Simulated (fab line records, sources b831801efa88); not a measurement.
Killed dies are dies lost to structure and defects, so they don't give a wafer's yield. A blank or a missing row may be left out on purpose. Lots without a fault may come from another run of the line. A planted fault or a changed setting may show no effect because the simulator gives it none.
A struck lot beside a sound one | flow sky130 | 26 steps out of a route of 708
Sound: wafers L272.1, L272.4, L272.6. Struck: wafers L264.1, L264.6. The cause comes at the end.
At each step with rows: each side's tool, then ch and its chambers, then its first start. Under that, the readings that differ: sound wafers | struck wafers | difference of the means | sigmas: that difference in standard deviations of wafers without a fault.
alike: readings whose means differ by less than 2 such deviations, and words and numbers that are the same on both sides. not compared: withheld readings, readings that some wafer has no value for, bounds like >300 that may hide the same value, and numbers for which the record gives no deviation and whose values overlap.
The two part at a step that has a row with sigmas, a row that says differs or no value, or rows on one side only. Numbers that don't overlap but have no deviation are shown without sigmas and don't part them. A reading that every wafer of one side lacks parts them only if that side has two wafers or more.

first, 8 steps without rows for these wafers: SKY_FIELD_ISO_DEHYDRATE_05 (time 60 s); SKY_FIELD_ISO_HMDS_06 (prime time 60 s); SKY_FIELD_ISO_COAT_07 (resist thk 60 nm); SKY_FIELD_ISO_COAT_08 (resist thk 450 nm); SKY_FIELD_ISO_SOFTBAKE_09 (time 90 s); SKY_FIELD_ISO_EXPOSE_10 (exposes mask FOM, target cd 150 nm); SKY_FIELD_ISO_PEB_11; SKY_FIELD_ISO_DEVELOP_12 (develop time 60 s).
SKY_FIELD_ISO_CD_MEAS_13: target cd 150 nm.
  sound on cd_sem-02, day 5 22:18; struck on cd_sem-02, day 4 03:24
  alike: cd_nm
SKY_FIELD_ISO_ETCH_14: etches BARC in N2/H2, stops on SiO2, time 45.9 s, target depth 60 nm.
  sound on rie_diel-04 ch 0,1,3, day 5 22:25; struck on rie_diel-02 ch 0,1, day 4 03:31
  alike: bias_w, drypump_motor_current_A, oes_product_au, rf_fwd_power_W, run_length_s, throttle_valve_pct
  not compared: rf_hours_counter_h
SKY_FIELD_ISO_ETCH_15: etches the open film in CHF3/O2, stops on Si, target depth 180 nm, time 72 s.
  sound on rie_diel-04 ch 0,1,3, day 5 22:28; struck on rie_diel-02 ch 0,1, day 4 03:34
  reading    | sound             | struck      | difference | sigmas
  bias_w (W) | 200.1 200.8 201.3 | 199.9 199.0 | -1.3       | -2
  alike: drypump_motor_current_A, oes_product_au, rf_fwd_power_W, run_length_s, throttle_valve_pct
  not compared: rf_hours_counter_h
SKY_FIELD_ISO_STRIP_16: strips in O2/N2.
  sound on plasma_asher-03 ch 0, day 5 22:31; struck on plasma_asher-01 ch 0,1, day 4 03:37
  alike: drypump_motor_current_A, oes_product_au, strip_time_to_endpoint_s
  not compared: rf_hours_counter_h
SKY_FIELD_ISO_ETCH_17: etches Si in HBr/Cl2/O2, target depth 342 nm, time 97.7 s.
  sound on rie_si-02 ch 1,2, day 5 22:37; struck on rie_si-01 ch 0,2, day 4 03:43
  no value came back on the struck wafers for bias_w (W), rf_fwd_power_W (W); on the sound wafers bias_w (W) reads 150.0 149.9 149.5
  reading                                     | sound             | struck      | difference | sigmas
  run_length_s (s)                            | 126.3 126.4 126.3 | 80.0 80.9   | -45.9      | -99 or more
  model.FIELD_ISO.feature_depth_nm (nm)       | 348.6 344.5 348   | 183.2 179.6 | -165.6     |
  model.etch.depth_nm (nm)                    | 348.6 344.5 348   | 183.2 179.6 | -165.6     |
  model.Si3N4_of_FIELD_ISO_CVD_03.thk_nm (nm) | 150.5 152.2 151   | 157.7 157.1 | +6.2       |
  alike: drypump_motor_current_A, mfc_cl2_sccm, oes_product_au, throttle_valve_pct
  not compared: rf_hours_counter_h
then, 5 steps without rows for these wafers: SKY_FIELD_ISO_WET_ETCH_18 (etches Si3N4 in H3PO4, target depth 25 nm, time 286 s); SKY_FIELD_ISO_CLEAN_19 (cleans in SC1/SC2, time 150 s); SKY_FIELD_ISO_CLEAN_20 (cleans in dHF, time 20 s); SKY_FIELD_ISO_WET_ETCH_21 (etches SiO2 in dHF, target depth 20 nm, time 400 s); SKY_FIELD_ISO_OXIDATION_22 (stabilise 600 s, purge 300 s, target thk 10 nm).
SKY_FIELD_ISO_THK_MEAS_23:
  sound on film_metro-02, day 6 00:08; struck on film_metro-02, day 4 05:49
  alike: FIELD_ISO_OXIDATION_01_THK
then, 1 step without rows for these wafers: SKY_FIELD_ISO_CVD_24 (deposits SiO2, target thk 595 nm, time 99.2 s).
SKY_FIELD_ISO_THK_MEAS_25:
  sound on film_metro-02, day 6 00:16; struck on film_metro-01, day 4 05:56
  alike: FIELD_ISO_CVD_24_THK
then, 1 step without rows for these wafers: SKY_FIELD_ISO_ANNEAL_26 (time 1800 s).
SKY_FIELD_ISO_CMP_27: polishes, stops on Si3N4, t overpolish 16 s, target thk 457.8 nm.
  sound on cmp-02 ch 1,2, day 6 01:50; struck on cmp-02 ch 0,3, day 4 07:36
  alike: motor_current_A, overpolish_run_s, retaining_ring_pressure_frac, slurry_flow_ml_min, time_to_endpoint_s
SKY_FIELD_ISO_WET_ETCH_28: etches SiO2 in dHF, target depth 23.7 nm, time 47 s.
  sound on wet_bench-02 ch 2, day 6 02:08; struck on wet_bench-01 ch 2, day 4 07:48
  reading                                     | sound             | struck    | difference | sigmas
  run_length_s (s)                            | 74.0 74.0 74.0    | 80.4 80.4 | +6.4       | +2
  model.Si3N4_of_FIELD_ISO_CVD_03.thk_nm (nm) | 118.8 120.7 119.6 | 127 126.3 | +7         |
then, 1 step without rows for these wafers: SKY_FIELD_ISO_WET_ETCH_29 (etches Si3N4 in H3PO4, target depth 160 nm, time 1825 s).
-- the record jumps here: 44 days lie between the struck wafers' starts before and after (it left off in module FIELD_ISO and takes up again in module PAD_OPEN, whose first step shown is number 708 of the route) --
SKY_PAD_OPEN_PROBE_99:
  sound on prober-01, day 49 21:41; struck on prober-02, day 48 01:30
  reading                                 | sound                         | struck              | difference | sigmas
  model.etest.pfet_16v.r_on_ohm_um        | 1.543e+04 1.536e+04 1.554e+04 | 1.168e+04 1.184e+04 | -3.683e+03 |
  model.etest.res_p_drift_20v.line_ohm_um | 1.213e+04 1.19e+04 1.226e+04  | 7484 7488           | -4611      |
  model.etest.res_p_drift_20v.rs_ohm_sq   | 1.01e+04 9918 1.012e+04       | 6236 6236           | -3810      |
  model.etest.res_iso_pwell.rs_ohm_sq     | 3282 3205 3347                | 1766 1738           | -1526      |
  model.etest.nfet_16v.r_on_ohm_um        | 1.399e+04 1.394e+04 1.395e+04 | 1.324e+04 1.346e+04 | -6.100e+02 |
  model.etest.res_iso_pwell.line_ohm_um   | 1247 1226 1261                | 661 656.7           | -586       |
  model.etest.res_nwell.line_ohm_um       | 1146 1140 1141                | 863.3 849           | -286.2     |
  model.etest.res_nwell.rs_ohm_sq         | 982.1 973.6 979.6             | 704.7 693.2         | -279.5     |
  alike: killed_at_M0_to_M3, killed_at_M4_up, killed_at_contacts, killed_at_front_end, killed_at_other, killed_dies, killed_open, killed_short

WHERE THEY PART
First at SKY_FIELD_ISO_ETCH_15; last, within this record, at SKY_FIELD_ISO_WET_ETCH_28. Later steps at which nothing parts them and some readings are alike: SKY_PAD_OPEN_PROBE_99.

WHY: what the simulator had put in
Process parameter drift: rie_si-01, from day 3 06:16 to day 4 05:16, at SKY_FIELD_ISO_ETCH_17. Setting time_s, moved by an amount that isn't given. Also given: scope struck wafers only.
